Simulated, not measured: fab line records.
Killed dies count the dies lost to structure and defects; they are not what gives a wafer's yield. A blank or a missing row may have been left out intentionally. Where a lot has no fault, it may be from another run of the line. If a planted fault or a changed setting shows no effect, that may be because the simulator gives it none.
The tool behind it: which one? ; flow sky130 ; 15 lots with 45 wafers sampled at 3 steps, on a route of 708 steps

WHAT THE GAUGES SHOWED, per wafer
SKY_CAPM_RS_MEAS_03: uses a four-point probe to measure.
lot;measured;on;CAPM_TIN_RS (ohm/sq)
L126;day 36 13:11;film_metro-02;6.98 6.85 6.90
L127;day 37 01:43;film_metro-01;6.98 7.05 6.96
L128;day 37 07:34;film_metro-03;7.03 6.92 6.86
L129;day 37 20:44;film_metro-02;7.06 7.01 7.03
L130;day 37 23:53;film_metro-02;6.88 6.83 6.88
L132;day 38 13:16;film_metro-01;6.91 6.93 6.92
L133;day 39 04:49;film_metro-01;6.90 6.92 6.82
L135;day 39 13:54;film_metro-03;6.97 6.93 6.87
L136;day 39 20:25;film_metro-02;6.75 6.85 6.75
L137;day 40 01:27;film_metro-03;7.00 6.90 6.90
L139;day 40 19:40;film_metro-02;6.80 6.91 6.81
L141;day 41 09:05;film_metro-02;6.84 7.05 6.91
L144;day 43 11:55;film_metro-01;6.96 6.96 6.92
L147;day 43 12:59;film_metro-03;6.83 6.99 6.94
L145;day 43 13:48;film_metro-03;6.86 6.85 6.83

SKY_CAPM_OVL_MEAS_12.
lot;measured;on;CAPM_OVL (nm)
L126;day 37 15:31;overlay-02;1.3 1.8 1.0
L127;day 38 03:00;overlay-01;1.7 2.1 1.1
L128;day 38 08:20;overlay-01;1.2 -1.7 1.6
L129;day 38 22:23;overlay-01;1.0 0.3 1.5
L130;day 39 00:23;overlay-01;-0.2 -0.2 0.1
L132;day 39 13:57;overlay-01;2.1 2.0 2.2
L133;day 40 04:54;overlay-02;2.3 1.9 1.7
L135;day 40 15:05;overlay-02;- - -
L136;day 40 20:44;overlay-01;- - -
L137;day 41 01:39;overlay-02;- - -
L139;day 41 19:20;overlay-02;2.0 2.4 3.1
L141;day 42 08:11;overlay-02;1.0 0.9 1.2
L144;day 44 09:54;overlay-01;1.2 2.2 2.7
L147;day 44 11:05;overlay-02;1.8 1.4 0.6
L145;day 44 11:44;overlay-02;2.0 3.0 3.1

TOOL THAT RAN EACH LOT (tool first, then ch and the chambers of the sampled wafers, then the start)
lot;SKY_CAPM_DEVELOP_11
L126;litho_track-03 ch 0, day 37 15:23
L127;litho_track-03 ch 0, day 38 02:51
L128;litho_track-02 ch 0, day 38 08:11
L129;litho_track-02 ch 0, day 38 22:16
L130;litho_track-04 ch 0, day 39 00:14
L132;litho_track-02 ch 0, day 39 13:50
L133;litho_track-03 ch 0, day 40 04:45
L135;litho_track-04, day 40 14:56
L136;litho_track-02, day 40 20:37
L137;litho_track-03, day 41 01:30
L139;litho_track-04 ch 0, day 41 19:11
L141;litho_track-02 ch 0, day 42 08:04
L144;litho_track-04 ch 0, day 44 09:47
L147;litho_track-04 ch 0, day 44 10:56
L145;litho_track-04 ch 0, day 44 11:35
- SKY_CAPM_DEVELOP_11: develop time 60 s.

AS READ BY THE TOOLS THEMSELVES (means over the sampled wafers that have a number; for cases with no such wafer, the mark the record gives instead)
SKY_CAPM_DEVELOP_11.
lot;tool;chill_plate_temp_C (C)
L126;litho_track-03;23.06
L127;litho_track-03;22.78
L128;litho_track-02;22.90
L129;litho_track-02;22.90
L130;litho_track-04;22.90
L132;litho_track-02;23.04
L133;litho_track-03;22.97
L135;litho_track-04;-
L136;litho_track-02;-
L137;litho_track-03;-
L139;litho_track-04;22.87
L141;litho_track-02;23.09
L144;litho_track-04;23.11
L147;litho_track-04;23.06
L145;litho_track-04;23.02

THE ANSWER, worked out from the rows above alone
Rule: usual is defined by the lots themselves. The widest of any qualifying gaps counts: lots, ordered by their means at a reading, are off when they make up no more than a third of the lots, leave a main group of 4 or more, and stand apart from it by 3 or more times the standard deviation of that group's means. If all means in a main group match to the digits the tables above print for the reading, that group is not used. Also off: a lot with no number at a reading for which 4 or more lots have one. Where the step has rows for the other lots, those lots are counted as sound. The gauges are gone through in route order, then the tools' own readings, and for those a lot's mean is taken as printed above. At the first step where some lot is off, the reading lying furthest off is the one used; lots without a number count as furthest.
Off: L135, L136, L137, seen at SKY_CAPM_OVL_MEAS_12 (CAPM_OVL). Without a number there: L135, L136, L137. For the main group the mean is 1.5 nm and the standard deviation 0.8.
If a tool, at a process step before that reading, ran all the lots that are off and no sound lot after the first of them, it fits. The gauges at SKY_CAPM_OVL_MEAS_12 aren't tried: what is off there is off at SKY_CAPM_DEVELOP_11 too, on other tools, and a gauge's error can't cause that. Of those tried, none fits.

WHAT WAS PUT IN BY THE SIMULATOR
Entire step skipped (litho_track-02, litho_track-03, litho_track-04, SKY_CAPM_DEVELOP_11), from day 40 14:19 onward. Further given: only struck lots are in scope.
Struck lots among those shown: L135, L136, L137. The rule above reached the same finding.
